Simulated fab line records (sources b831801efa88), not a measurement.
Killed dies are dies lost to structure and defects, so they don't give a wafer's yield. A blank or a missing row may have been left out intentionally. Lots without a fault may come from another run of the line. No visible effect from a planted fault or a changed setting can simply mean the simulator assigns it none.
Problem report in the 8D (eight disciplines) form, filled by code || flow sky130 || the parts of the form that need people (team, actions taken, sign-off) are left out

== 1. PROBLEM STATEMENT ==
Across 6 wafers from 2 lots, VT_ADJUST_HVTR_TW at SKY_VT_ADJUST_HVTR_TW_MEAS_11 averages 197.4, while fault-free wafers read 213.1 with a standard deviation of 2.4. That puts it -6.6 standard deviations away from the usual mean.
Earliest sighting: wafer L614.1 on filmMetro-02 at day 14 21:08. The record holds 39 wafers of 13 lots with a number at this step. Rule for "out" (also "out of limits"): further than 4 standard deviations from the usual mean. Any other wafer with a number is counted as sound.

== 2. WHAT IT IS AND WHAT IT IS NOT ==
{"question": "which readings at this step", "is": "VT_ADJUST_HVTR_TW", "is not": "-"}
{"question": "which lots", "is": "L614, L615", "is not": "L601, L603, L604, L606, L607, L608, L609, L610, L619, L620, L624"}
{"question": "which wafers of those lots", "is": "all that have a number", "is not": "-"}
{"question": "read on which gauges", "is": "filmMetro-02", "is not": "filmMetro-01, filmMetro-04"}
{"question": "when", "is": "from day 14 21:08", "is not": "up to then (24 sound wafers); but 9 sound wafers of L619, L620, L624 came after"}

== 3. SUSPECTS, AND WHAT RULES EACH OUT ==
Counting: a tool stays on the suspect list if, at a process step up to the reading, it processed all lots that are out and no sound lot following the first of them.
- ruled out: the gauge at SKY_VT_ADJUST_HVTR_TW_MEAS_11. All the wafers that are out were read on filmMetro-02, but those of them that SKY_VT_ADJUST_HVTR_IMPLANT_09 has rows for are out there too, on other tools.
- implanter-03 at SKY_VT_ADJUST_HVTR_IMPLANT_09: kept. Every lot that is out went through it, starting with L614 (day 14 20:53), and after that it ran no sound lot; the last sound lot it ran before then is L609 (day 11 11:06). On those wafers its own readings are out: doseIonsCm2, faradayCurrentUA.
Left after counting: implanter-03 at SKY_VT_ADJUST_HVTR_IMPLANT_09.

== 4. THE CAUSE (what the simulator had put in) ==
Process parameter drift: implanter-03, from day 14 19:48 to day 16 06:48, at SKY_VT_ADJUST_HVTR_IMPLANT_09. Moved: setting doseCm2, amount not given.
This tool alone remained once counting was done.

== 5. THE CHAIN OF EFFECTS, in route order ==
One row per reading whose mean, taken over the struck wafers that have a number, lies over 3 standard deviations from the usual. Only readings for which the record gives a usual standard deviation are gone through. hours: the time from each lot's start at the first step in this table that gives one to its start at this step, as a median over the lots. sigmas: the change in usual standard deviations.
{"hours": 0, "step": "SKY_VT_ADJUST_HVTR_IMPLANT_09", "reading": "doseIonsCm2", "usual": 2.1001e+12, "on struck wafers": 1.6748e+12, "change": -4.2533e+11, "sigmas": "-99 or more"}
{"hours": 0, "step": "SKY_VT_ADJUST_HVTR_IMPLANT_09", "reading": "faradayCurrentUA", "usual": 11.86, "on struck wafers": 9.39, "change": -2.47, "sigmas": -11}
{"hours": 0, "step": "SKY_VT_ADJUST_HVTR_TW_MEAS_11", "reading": "VT_ADJUST_HVTR_TW", "usual": 213.1, "on struck wafers": 197.4, "change": -15.7, "sigmas": -6.6}
It contains these process steps:
- SKY_VT_ADJUST_HVTR_IMPLANT_09

== 6. HOW IT WOULD HAVE BEEN CAUGHT EARLIER ==
In this record the first reading out of limits at a measuring or inspecting step was taken at day 14 21:08, 1 hour after the fault began at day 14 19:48.
Tool's own readings at SKY_VT_ADJUST_HVTR_IMPLANT_09, doseIonsCm2, faradayCurrentUA: out on all struck wafers the step has rows for; an alarm limit on them would have tripped on the first.
Of the lots that are out (2), L615 began SKY_VT_ADJUST_HVTR_IMPLANT_09 on implanter-03 after day 14 21:08. Holding the tool at that time would have saved it.
